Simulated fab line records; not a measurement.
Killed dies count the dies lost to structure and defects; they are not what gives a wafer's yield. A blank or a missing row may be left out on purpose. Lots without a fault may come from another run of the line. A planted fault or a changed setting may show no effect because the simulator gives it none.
fab line records	flow sky130
record lots=11	wafers=33	last-day=50
route steps=708 shown PWDE@53 LOCAL_INTERCONNECT@389 METAL1@435
lots untouched by any fault: they come from a run of this same line in which no faults occurred
start-h: hours from the record's opening day to when the first of the lot's shown wafers began	wait-h: how many hours have passed since the lot's step before this one	" the same as in the row above	L1.1+2: a single row standing in for several wafers	- no value, or no start was given	* or withheld: withheld	< > ~ a bound
route shown NAME@n: NAME is a module with steps in the file, n the number in the route of the first one	usual: the fault-free wafers' mean and standard deviation	same: alike in all rows	chamber/n: place in a boat	sites: the reading at each site	_std_site: their standard deviation	_edge_site: outer sites' mean less inner sites'	radius-mm: for every site, how far away it sits from the centre of the wafer	mask NAME#n: copy n	behind: the most recent tool/chamber to have shaped the wafer	hold: reason for holding the lot/hours on hold/outcome of the hold	device: which transistor (n, p or np) failed to switch	end of line: at the end of the route, the tests of the same wafers	a step without rows: its recipe alone	killed: dies that structure and defects cost at the first sort, which is not the same as the wafer's yield	map: shows each die of a wafer: x if killed, . if not, _ if none is there
set.NAME: setting as actually run; set.NAME@STEP: the setting as run at that earlier step	model.NAME: the simulator's own value behind a step, which no gauge read
steps of the route over a sample of lots; a table a step, a row a wafer
services: when a tool's chamber went out of use (start-h, in hours from the record's first day, below 0 if earlier), for how many hours, and the reason
## steps
# step SKY_PWDE_IMPLANT_08
# recipe species=B	energy-kev=150	dose-cm2=3.6e+12	tilt-deg=withheld
# usual dose-ions-cm2=3.6e+12/3.5e+09	faraday-current-uA=20.3/0.44
lot.wafer	tool	chamber	start-h	wait-h	dose-ions-cm2	faraday-current-uA
L188.1	implanter-02	0	73.98	0.0	3.604e+12	20.1
L188.2	"	0	"	"	3.603e+12	20.6
L188.4	"	0	"	"	3.604e+12	21.4
L190.1	implanter-04	0	84.18	0.0	3.605e+12	19.7
L190.5	"	0	"	"	3.601e+12	20.5
L190.6	"	0	"	"	3.601e+12	20.2
L193.1	implanter-04	0	100.53	0.0	3.595e+12	20.5
L193.3	"	0	"	"	3.603e+12	20.2
L193.4	"	0	"	"	3.603e+12	19.7
L194.2	implanter-03	0	110.05	0.0	3.601e+12	19.9
L194.4	"	0	"	"	3.6e+12	20.0
L194.6	"	0	"	"	3.601e+12	20.2
L195.3	implanter-02	0	112.33	0.1	3.598e+12	19.9
L195.4	"	0	"	"	3.602e+12	19.8
L195.6	"	0	"	"	3.599e+12	20.9
L196.4	implanter-04	0	123.50	0.1	3.598e+12	20.4
L196.5	"	0	"	"	3.593e+12	20.2
L196.6	"	0	"	"	3.598e+12	20.3
L197.1	implanter-02	0	130.76	0.0	3.58e+11	2.0
L197.3	"	0	"	"	3.59e+11	2.1
L197.6	"	0	"	"	3.55e+11	2.0
L198.1	implanter-02	0	135.23	0.0	3.66e+11	2.1
L198.3	"	0	"	"	3.62e+11	2.1
L198.6	"	0	"	"	3.61e+11	2.0
L204.3	implanter-03	0	168.96	0.1	3.6e+12	20.7
L204.5	"	0	"	"	3.603e+12	20.2
L204.6	"	0	"	"	3.598e+12	20.1
L207.1	implanter-03	0	180.21	0.0	3.597e+12	19.8
L207.4	"	0	"	"	3.605e+12	20.7
L207.6	"	0	"	"	3.6e+12	20.2
L209.2	implanter-03	0	191.23	0.0	3.6e+12	20.4
L209.3	"	0	"	"	3.596e+12	20.5
L209.6	"	0	"	"	3.604e+12	20.9
# step SKY_PWDE_TW_MEAS_10
# usual PWDE_TW=371.6/2
lot.wafer	tool	chamber	start-h	wait-h	PWDE_TW
L188.1	film-metro-01	-	74.23	0.1	370.5
L188.2	"	-	"	"	370.5
L188.4	"	-	"	"	370.2
L190.1	film-metro-03	-	84.43	0.1	371.2
L190.5	"	-	"	"	372.8
L190.6	"	-	"	"	372.1
L193.1	film-metro-01	-	100.78	0.1	370.9
L193.3	"	-	"	"	371.1
L193.4	"	-	"	"	370.8
L194.2	film-metro-03	-	110.29	0.1	373.4
L194.4	"	-	"	"	373.4
L194.6	"	-	"	"	372.2
L195.3	film-metro-02	-	112.55	0.1	372.9
L195.4	"	-	"	"	373.4
L195.6	"	-	"	"	372.0
L196.4	film-metro-01	-	123.71	0.1	370.0
L196.5	"	-	"	"	368.6
L196.6	"	-	"	"	369.2
L197.1	film-metro-01	-	131.01	0.1	190.0
L197.3	"	-	"	"	188.2
L197.6	"	-	"	"	190.5
L198.1	film-metro-03	-	135.48	0.1	187.8
L198.3	"	-	"	"	189.1
L198.6	"	-	"	"	191.6
L204.3	film-metro-03	-	169.18	0.1	374.5
L204.5	"	-	"	"	372.1
L204.6	"	-	"	"	372.0
L207.1	film-metro-01	-	180.46	0.1	365.6
L207.4	"	-	"	"	366.9
L207.6	"	-	"	"	368.5
L209.2	film-metro-02	-	191.47	0.1	371.9
L209.3	"	-	"	"	371.0
L209.6	"	-	"	"	371.2
# step SKY_NWELL_RS_MEAS_31
# recipe thk-meas-gauge=four-point-probe
# usual PWDE_RS=5271/16
lot.wafer	tool	chamber	start-h	wait-h	PWDE_RS[ohm/sq]
L188.1	film-metro-02	-	110.23	0.1	5272
L188.2	"	-	"	"	5268
L188.4	"	-	"	"	5280
L190.1	film-metro-02	-	120.68	0.1	5264
L190.5	"	-	"	"	5255
L190.6	"	-	"	"	5279
L193.1	film-metro-02	-	138.33	0.1	5284
L193.3	"	-	"	"	5266
L193.4	"	-	"	"	5274
L194.2	film-metro-03	-	147.70	0.1	5254
L194.4	"	-	"	"	5254
L194.6	"	-	"	"	5277
L195.3	film-metro-02	-	152.32	0.1	5239
L195.4	"	-	"	"	5241
L195.6	"	-	"	"	5257
L196.4	film-metro-01	-	162.89	0.1	5261
L196.5	"	-	"	"	5252
L196.6	"	-	"	"	5237
L197.1	film-metro-01	-	171.33	0.1	-
L197.3	"	-	"	"	-
L197.6	"	-	"	"	-
L198.1	film-metro-01	-	175.83	0.1	-
L198.3	"	-	"	"	-
L198.6	"	-	"	"	-
L204.3	film-metro-02	-	211.57	0.1	5245
L204.5	"	-	"	"	5247
L204.6	"	-	"	"	5258
L207.1	film-metro-02	-	224.28	0.1	5274
L207.4	"	-	"	"	5271
L207.6	"	-	"	"	5251
L209.2	film-metro-01	-	236.65	0.1	5279
L209.3	"	-	"	"	5283
L209.6	"	-	"	"	5272
# step SKY_LOCAL_INTERCONNECT_THK_MEAS_02
# recipe thk-meas-gauge=xrf	reads=TiN_of_LOCAL_INTERCONNECT_SPUTTER_00
# usual LOCAL_INTERCONNECT_TIN_THK=100.9/1.5
lot.wafer	tool	chamber	start-h	wait-h	LOCAL_INTERCONNECT_TIN_THK[nm]
L188.1	film-metro-04	-	685.54	0.1	99.4
L188.2	"	-	"	"	100.7
L188.4	"	-	"	"	101.5
L190.1	film-metro-03	-	698.76	0.1	99.2
L190.5	"	-	"	"	100.9
L190.6	"	-	"	"	101.0
L193.1	film-metro-02	-	723.30	0.1	99.8
L193.3	"	-	"	"	102.2
L193.4	"	-	"	"	101.2
L194.2	film-metro-03	-	736.12	0.1	100.9
L194.4	"	-	"	"	100.7
L194.6	"	-	"	"	100.8
L195.3	film-metro-02	-	739.68	0.1	100.2
L195.4	"	-	"	"	103.7
L195.6	"	-	"	"	100.7
L196.4	film-metro-03	-	756.93	0.1	100.5
L196.5	"	-	"	"	100.1
L196.6	"	-	"	"	100.0
L197.1	film-metro-04	-	765.24	0.1	100.2
L197.3	"	-	"	"	100.8
L197.6	"	-	"	"	101.0
L198.1	film-metro-02	-	771.96	0.1	103.1
L198.3	"	-	"	"	103.2
L198.6	"	-	"	"	101.8
L204.3	film-metro-04	-	817.51	0.1	100.9
L204.5	"	-	"	"	98.3
L204.6	"	-	"	"	101.5
L207.1	film-metro-03	-	829.14	0.1	101.1
L207.4	"	-	"	"	100.3
L207.6	"	-	"	"	101.0
L209.2	film-metro-04	-	845.90	0.1	97.1
L209.3	"	-	"	"	98.3
L209.6	"	-	"	"	98.1
# step SKY_LOCAL_INTERCONNECT_ETCH_13
# recipe chemistry=N2/H2	target=BARC	ion-energy-ev=200	bias-w=100	pressure-mtorr=30	n2-flow-sccm=100	h2-flow-sccm=200	icp-w=500	stop-on=SiO2	time-s=45.9	target-depth-a=600
# usual bias-w=100.0/0.31	chamber-pressure-mTorr=30.00/0.035	drypump-motor-current-A=5.7/0.37	oes-product-au=0.855/0.0046	throttle-valve-pct=13.225/0.0092
lot.wafer	tool	chamber	start-h	wait-h	bias-w	chamber-pressure-mTorr	drypump-motor-current-A	oes-product-au	rf-hours-counter-h	throttle-valve-pct
L188.1	rie-metal-03	1	713.35	0.0	99.8	29.99	6.2	0.859	1	13.226
L188.2	"	1	"	"	99.5	29.98	6.2	0.852	-	13.209
L188.4	"	1	"	"	100.3	30.04	6.2	0.859	-	13.220
L190.1	rie-metal-02	1	726.83	0.0	99.9	30.04	5.1	0.866	11	13.228
L190.5	"	0	"	"	100.2	29.99	6.3	0.860	-	13.241
L190.6	"	1	"	"	100.2	29.97	5.1	0.856	-	13.214
L193.1	rie-metal-03	1	749.95	0.0	100.1	29.96	6.2	0.851	2	13.229
L193.3	"	1	"	"	100.3	30.03	6.2	0.846	-	13.241
L193.4	"	0	"	"	100.3	29.99	5.8	0.850	-	13.220
L194.2	rie-metal-03	0	763.03	0.0	100.0	30.02	5.8	0.860	1	13.217
L194.4	"	1	"	"	100.4	30.03	6.2	0.854	-	13.241
L194.6	"	0	"	"	100.2	29.97	5.8	0.851	-	13.235
L195.3	rie-metal-04	1	766.85	0.0	99.8	29.99	5.4	0.850	-	13.221
L195.4	"	0	"	"	100.1	29.98	5.7	0.857	-	13.217
L195.6	"	1	"	"	99.5	29.99	5.4	0.852	-	13.240
L196.4	rie-metal-04	0	784.05	0.0	100.0	29.99	5.7	0.848	-	13.223
L196.5	"	1	"	"	99.9	30.03	5.4	0.856	-	13.234
L196.6	"	0	"	"	99.9	29.98	5.7	0.847	-	13.214
L197.1	rie-metal-02	1	792.40	0.0	99.9	30.00	5.1	0.852	14	13.229
L197.3	"	1	"	"	99.5	30.04	5.1	0.855	-	13.218
L197.6	"	0	"	"	99.7	29.96	6.3	0.849	-	13.209
L198.1	rie-metal-02	1	799.23	0.0	100.0	30.02	5.1	0.862	14	13.224
L198.3	"	1	"	"	100.0	29.93	5.1	0.856	-	13.223
L198.6	"	1	"	"	100.2	29.99	5.1	0.859	-	13.226
L204.3	rie-metal-04	0	843.25	0.0	99.4	29.99	5.7	0.855	-	13.217
L204.5	"	0	"	"	100.0	30.03	5.7	0.855	-	13.230
L204.6	"	1	"	"	100.3	30.00	5.4	0.853	-	13.226
L207.1	rie-metal-03	1	855.28	0.0	99.6	29.99	6.2	0.850	6	13.215
L207.4	"	1	"	"	99.8	29.98	6.2	0.857	-	13.234
L207.6	"	0	"	"	99.9	30.00	5.8	0.862	-	13.228
L209.2	rie-metal-02	1	872.03	0.0	99.8	29.97	5.2	0.852	17	13.223
L209.3	"	1	"	"	99.6	30.06	5.1	0.850	-	13.218
L209.6	"	1	"	"	99.8	30.03	5.2	0.850	-	13.229
# step SKY_METAL1_SPUTTER_01
# recipe material=TiN	target-thk-nm=20	power-w=6500	time-s=16.7	chamber-pressure-pa=0.4
# usual cathode-dc-power-W=6500.0/1.2	throttle-valve-pct=29.8/1.2
lot.wafer	tool	chamber	start-h	wait-h	cathode-dc-power-W	throttle-valve-pct
L188.1	pvd-sputter-03	-	742.36	0.0	6500.2	27.1
L188.2	"	-	"	"	6499.6	29.3
L188.4	"	-	"	"	6501.2	31.5
L190.1	pvd-sputter-03	-	756.59	0.0	6500.4	31.6
L190.5	"	-	"	"	6499.1	30.9
L190.6	"	-	"	"	6499.6	29.5
L193.1	pvd-sputter-01	-	779.96	0.0	6499.8	30.0
L193.3	"	-	"	"	6497.0	29.0
L193.4	"	-	"	"	6501.9	30.8
L194.2	pvd-sputter-01	-	793.18	0.0	6501.0	30.2
L194.4	"	-	"	"	6498.7	29.1
L194.6	"	-	"	"	6498.9	29.1
L195.3	pvd-sputter-02	-	796.52	0.0	6502.2	29.4
L195.4	"	-	"	"	6498.7	28.4
L195.6	"	-	"	"	6500.6	28.6
L196.4	pvd-sputter-03	-	813.48	0.0	6501.3	27.3
L196.5	"	-	"	"	6499.0	30.9
L196.6	"	-	"	"	6500.1	27.2
L197.1	pvd-sputter-01	-	822.54	0.0	6498.9	30.7
L197.3	"	-	"	"	6500.1	30.1
L197.6	"	-	"	"	6501.8	29.0
L198.1	pvd-sputter-01	-	828.54	0.0	6498.6	30.2
L198.3	"	-	"	"	6500.1	28.8
L198.6	"	-	"	"	6500.7	31.0
L204.3	pvd-sputter-03	-	872.00	0.0	6498.9	29.1
L204.5	"	-	"	"	6501.0	31.7
L204.6	"	-	"	"	6499.9	29.0
L207.1	pvd-sputter-02	-	884.14	0.0	6498.0	28.3
L207.4	"	-	"	"	6500.4	30.6
L207.6	"	-	"	"	6499.1	28.5
L209.2	pvd-sputter-03	-	900.48	0.0	6500.9	31.3
L209.3	"	-	"	"	6500.0	29.0
L209.6	"	-	"	"	6500.0	31.6
## services
tool	chamber	start-h	hours	kind
implanter-02	-	51.93	3.4	repair
rie-metal-02	-	52.01	2.8	pm
pvd-sputter-03	-	53.06	1.0	repair
implanter-02	-	61.09	1.1	repair
rie-metal-02	1	63.08	2.1	repair
pvd-sputter-01	-	96.24	4.0	repair
implanter-02	-	111.10	0.9	repair
rie-metal-02	-	157.24	0.9	repair
pvd-sputter-03	-	207.72	5.9	repair
rie-metal-02	1	216.77	19.9	repair
pvd-sputter-03	-	227.68	2.5	repair
implanter-02	-	235.77	2.1	pm
implanter-02	-	237.92	5.5	pm
rie-metal-03	-	238.14	2.8	pm
pvd-sputter-03	-	268.04	6.0	repair
pvd-sputter-03	-	289.95	6.7	repair
pvd-sputter-03	-	406.28	13.1	repair
pvd-sputter-03	-	454.05	8.3	repair
pvd-sputter-03	-	461.08	24.3	repair
pvd-sputter-03	-	497.61	6.0	repair
pvd-sputter-03	-	519.27	5.5	repair
pvd-sputter-03	-	731.19	6.5	repair
pvd-sputter-03	-	804.69	3.0	repair
pvd-sputter-03	-	821.93	4.1	repair
## key
first-sign step=SKY_PWDE_IMPLANT_08	reading=dose-ions-cm2	direction=down	sigmas=99+	usual=*	struck=*
effect step=SKY_PWDE_IMPLANT_08	reading=faraday-current-uA	direction=down	sigmas=42	usual=20.3	struck=2.0
effect step=SKY_PWDE_TW_MEAS_10	reading=PWDE_TW	direction=down	sigmas=92	usual=371.6	struck=189.5
effect step=SKY_NWELL_RS_MEAS_31	reading=PWDE_RS	direction=missing
met-at SKY_PWDE_IMPLANT_08
struck-lots L197,L198
tester-left-out L197,L198
not-acting-at SKY_LOCAL_INTERCONNECT_THK_MEAS_02,SKY_LOCAL_INTERCONNECT_ETCH_13,SKY_METAL1_SPUTTER_01
onset-between 112.33 130.76
fault kind=process-parameter-drift	tool=implanter-02	chamber=-	onset-h=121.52	steps=SKY_PWDE_IMPLANT_08	channel=dose-cm2	offset=*	shape=step	end-h=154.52	acts-in=*	stated=*
# tester-left-out: of these lots the tester's yield and bins aren't shown, on N5 and GAA mostly nor the transistor test; their killed dies are dies lost to structure and defects alone, not to doping, threshold or leakage, so they don't give the yield
